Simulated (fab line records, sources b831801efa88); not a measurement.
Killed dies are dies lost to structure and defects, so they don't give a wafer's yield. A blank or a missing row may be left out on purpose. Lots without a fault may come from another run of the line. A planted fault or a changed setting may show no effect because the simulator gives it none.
Which tool did it? | flow gf180mcu | 10 lots, 30 wafers sampled, at 6 steps of a route of 602

WHAT THE GAUGES READ, wafer by wafer
GF_PSD_TW_MEAS_11. Usual: PSD_TW 3174, standard deviation 23.
lot  | measured     | on            | PSD_TW         | flag
L721 | day 15 17:12 | film_metro-02 | 3143 3172 3152 |
L724 | day 16 08:46 | film_metro-03 | 3185 3188 3205 |
L726 | day 16 21:02 | film_metro-02 | 2920 2896 2921 | OFF
L728 | day 17 17:55 | film_metro-04 | 2959 2960 2946 | OFF
L729 | day 18 01:57 | film_metro-02 | 2944 2939 2937 | OFF
L734 | day 19 21:43 | film_metro-04 | 3182 3156 3169 |
L736 | day 20 16:20 | film_metro-03 | 3201 3206 3185 |
L737 | day 21 00:47 | film_metro-02 | 3162 3164 3174 |
L739 | day 21 11:40 | film_metro-02 | 3151 3174 3162 |
L740 | day 21 20:54 | film_metro-02 | 3161 3156 3166 |

GF_PSD_RS_MEAS_15: measures by four-point-probe. Usual: PSD_RS 108.61 ohm/sq, standard deviation 0.27.
lot  | measured     | on            | PSD_RS (ohm/sq)      | flag
L721 | day 15 17:32 | film_metro-04 | 108.37 108.39 108.25 |
L724 | day 16 09:05 | film_metro-04 | 108.72 108.52 108.61 |
L726 | day 16 21:25 | film_metro-04 | 128.30 128.29 128.76 | OFF
L728 | day 17 18:14 | film_metro-02 | 128.59 129.09 128.77 | OFF
L729 | day 18 02:16 | film_metro-04 | 128.18 128.16 127.74 | OFF
L734 | day 19 22:01 | film_metro-04 | 108.61 108.39 108.43 |
L736 | day 20 16:44 | film_metro-03 | 108.71 108.31 108.68 |
L737 | day 21 01:09 | film_metro-03 | 108.30 108.58 108.42 |
L739 | day 21 12:01 | film_metro-04 | 108.84 108.50 108.36 |
L740 | day 21 21:13 | film_metro-04 | 108.27 108.11 108.39 |

GF_SAB_OVL_MEAS_10. Usual: SAB_OVL -0.9 nm, standard deviation 1.3.
lot  | measured     | on         | SAB_OVL (nm)   | flag
L721 | day 16 15:45 | overlay-01 | -1.4 -1.6 1.1  |
L724 | day 17 07:43 | overlay-01 | -0.1 -2.1 -2.7 |
L726 | day 17 20:05 | overlay-02 | -1.8 -1.9 -0.5 |
L728 | day 18 17:31 | overlay-01 | -2.9 -1.2 -2.7 |
L729 | day 19 02:02 | overlay-01 | -1.5 -2.0 -1.5 |
L734 | day 20 22:30 | overlay-02 | -0.9 -1.5 -1.2 |
L736 | day 21 16:34 | overlay-01 | -0.8 1.9 0.4   |
L737 | day 22 01:22 | overlay-01 | -1.4 0.4 -1.2  |
L739 | day 22 11:03 | overlay-02 | -1.5 -3.4 -2.6 |
L740 | day 22 20:20 | overlay-01 | 1.9 1.0 2.4    |

WHICH TOOL RAN EACH LOT (tool, then ch and the chambers of the sampled wafers, then the start)
lot  | GF_NSD_STRIP_11                      | GF_PSD_IMPLANT_09               | GF_PSD_STRIP_10
L721 | plasma_asher-01 ch 0,1, day 14 19:48 | implanter-03 ch 0, day 15 16:59 | plasma_asher-01 ch 0,1, day 15 17:06
L724 | plasma_asher-02 ch 0,1, day 15 10:16 | implanter-03 ch 0, day 16 08:32 | plasma_asher-03 ch 0,1, day 16 08:40
L726 | plasma_asher-01 ch 0,1, day 15 22:33 | implanter-03 ch 0, day 16 20:49 | plasma_asher-03 ch 0,1, day 16 20:57
L728 | plasma_asher-03 ch 0,1, day 16 18:52 | implanter-03 ch 0, day 17 17:40 | plasma_asher-04 ch 0,1, day 17 17:49
L729 | plasma_asher-01 ch 0,1, day 17 04:16 | implanter-03 ch 0, day 18 01:43 | plasma_asher-04 ch 0,1, day 18 01:50
L734 | plasma_asher-01 ch 0,1, day 18 21:40 | implanter-01 ch 0, day 19 21:28 | plasma_asher-01 ch 0,1, day 19 21:37
L736 | plasma_asher-03 ch 0,1, day 19 16:15 | implanter-04 ch 0, day 20 16:07 | plasma_asher-04 ch 0,1, day 20 16:14
L737 | plasma_asher-01 ch 0,1, day 20 00:55 | implanter-03 ch 0, day 21 00:32 | plasma_asher-04 ch 0,1, day 21 00:41
L739 | plasma_asher-01 ch 0,1, day 20 11:27 | implanter-03 ch 0, day 21 11:28 | plasma_asher-01 ch 0,1, day 21 11:34
L740 | plasma_asher-03 ch 0,1, day 20 20:34 | implanter-04 ch 0, day 21 20:40 | plasma_asher-03 ch 0,1, day 21 20:47
- GF_NSD_STRIP_11: strips in O2/N2.
- GF_PSD_IMPLANT_09
- GF_PSD_STRIP_10: strips in O2/N2.

WHAT THE TOOLS THEMSELVES READ (means of the sampled wafers that have a number; where no wafer has one, the mark that the record gives instead)
GF_NSD_STRIP_11. Usual: drypump_motor_current_A 5.9 A, standard deviation 0.63; heater_power_w 353 W, standard deviation 32; n2_flow_sccm 299.9 sccm, standard deviation 1.1; oes_product_au 0.488 a.u., standard deviation 0.0043; strip_time_to_endpoint_s 23.08 s, standard deviation 0.036.
lot  | tool            | drypump_motor_current_A (A) | heater_power_w (W) | n2_flow_sccm (sccm) | oes_product_au (a.u.) | strip_time_to_endpoint_s (s) | flag
L721 | plasma_asher-01 | 6.6                         | 361                | 300.5               | 0.489                 | 23.05                        |
L724 | plasma_asher-02 | 6.1                         | 336                | 300.3               | 0.486                 | 23.10                        |
L726 | plasma_asher-01 | 6.6                         | 360                | 300.9               | 0.486                 | 23.08                        |
L728 | plasma_asher-03 | 5.0                         | 366                | 301.4               | 0.492                 | 23.11                        |
L729 | plasma_asher-01 | 6.5                         | 357                | 300.4               | 0.487                 | 23.09                        |
L734 | plasma_asher-01 | 6.5                         | 358                | 299.7               | 0.490                 | 23.04                        |
L736 | plasma_asher-03 | 5.2                         | 369                | 299.0               | 0.487                 | 23.09                        |
L737 | plasma_asher-01 | 6.5                         | 356                | 300.5               | 0.490                 | 23.09                        |
L739 | plasma_asher-01 | 6.6                         | 360                | 300.1               | 0.489                 | 23.06                        |
L740 | plasma_asher-03 | 5.0                         | 344                | 301.3               | 0.488                 | 23.13                        |

GF_PSD_IMPLANT_09. Usual: dose_ions_cm2 1.4999e+15, standard deviation 1.4e+12; end_station_pressure_torr 1.16e-05 Torr, standard deviation 5.3e-07; faraday_current_uA 8256, standard deviation 160.
lot  | tool         | dose_ions_cm2 | end_station_pressure_torr (Torr) | faraday_current_uA | flag
L721 | implanter-03 | 1.4991e+15    | 1.14e-05                         | 8272               |
L724 | implanter-03 | 1.4994e+15    | 1.18e-05                         | 8293               |
L726 | implanter-03 | 1.0681e+15    | 9.73e-06                         | 5969               | OFF
L728 | implanter-03 | 1.0698e+15    | 9.70e-06                         | 5866               | OFF
L729 | implanter-03 | 1.0680e+15    | 1.02e-05                         | 5977               | OFF
L734 | implanter-01 | 1.4989e+15    | 1.20e-05                         | 8253               |
L736 | implanter-04 | 1.5011e+15    | 1.13e-05                         | 8137               |
L737 | implanter-03 | 1.5000e+15    | 1.15e-05                         | 8173               |
L739 | implanter-03 | 1.4990e+15    | 1.14e-05                         | 8412               |
L740 | implanter-04 | 1.4993e+15    | 1.17e-05                         | 8065               |

GF_PSD_STRIP_10. Usual: drypump_motor_current_A 5.7 A, standard deviation 0.56; heater_power_w 337 W, standard deviation 36; n2_flow_sccm 300.0 sccm, standard deviation 0.94; oes_product_au 0.592 a.u., standard deviation 0.0052; strip_time_to_endpoint_s 16.53 s, standard deviation 0.041.
lot  | tool            | drypump_motor_current_A (A) | heater_power_w (W) | n2_flow_sccm (sccm) | oes_product_au (a.u.) | strip_time_to_endpoint_s (s) | flag
L721 | plasma_asher-01 | 6.6                         | 360                | 300.2               | 0.597                 | 16.45                        |
L724 | plasma_asher-03 | 5.2                         | 379                | 300.5               | 0.590                 | 16.57                        |
L726 | plasma_asher-03 | 5.2                         | 381                | 299.6               | 0.615                 | 15.48                        | OFF
L728 | plasma_asher-04 | 5.6                         | 318                | 300.2               | 0.612                 | 15.51                        | OFF
L729 | plasma_asher-04 | 5.6                         | 303                | 299.7               | 0.617                 | 15.52                        | OFF
L734 | plasma_asher-01 | 6.5                         | 351                | 299.2               | 0.595                 | 16.53                        |
L736 | plasma_asher-04 | 5.6                         | 305                | 299.9               | 0.594                 | 16.47                        |
L737 | plasma_asher-04 | 5.6                         | 318                | 300.4               | 0.588                 | 16.44                        |
L739 | plasma_asher-01 | 6.6                         | 357                | 300.5               | 0.595                 | 16.51                        |
L740 | plasma_asher-03 | 5.2                         | 375                | 299.9               | 0.590                 | 16.54                        |

THE ANSWER, worked out from the rows above alone
Rule: a lot is off if the mean of its wafers that have a number lies more than 3 standard deviations from the usual mean. A lot without any number at a reading at which 4 lots or more have one is off too. The other lots that the step has rows for count as sound. The gauges are gone through in route order, then the tools' own readings, and for those a lot's mean is taken as printed above. The first step at which some lot is off is used, and at that step the reading that is off furthest; a lot without a number counts as furthest.
Off: L726, L728, L729, at GF_PSD_TW_MEAS_11 (PSD_TW).
A tool fits if, at a process step before that reading, it ran every lot that is off, and no sound lot after the first of them. The gauges at GF_PSD_TW_MEAS_11 aren't tried: what is off there is off at GF_PSD_IMPLANT_09 too, on other tools, and a gauge's error can't cause that. None of those tried fits.

WHAT THE SIMULATOR HAD PUT IN
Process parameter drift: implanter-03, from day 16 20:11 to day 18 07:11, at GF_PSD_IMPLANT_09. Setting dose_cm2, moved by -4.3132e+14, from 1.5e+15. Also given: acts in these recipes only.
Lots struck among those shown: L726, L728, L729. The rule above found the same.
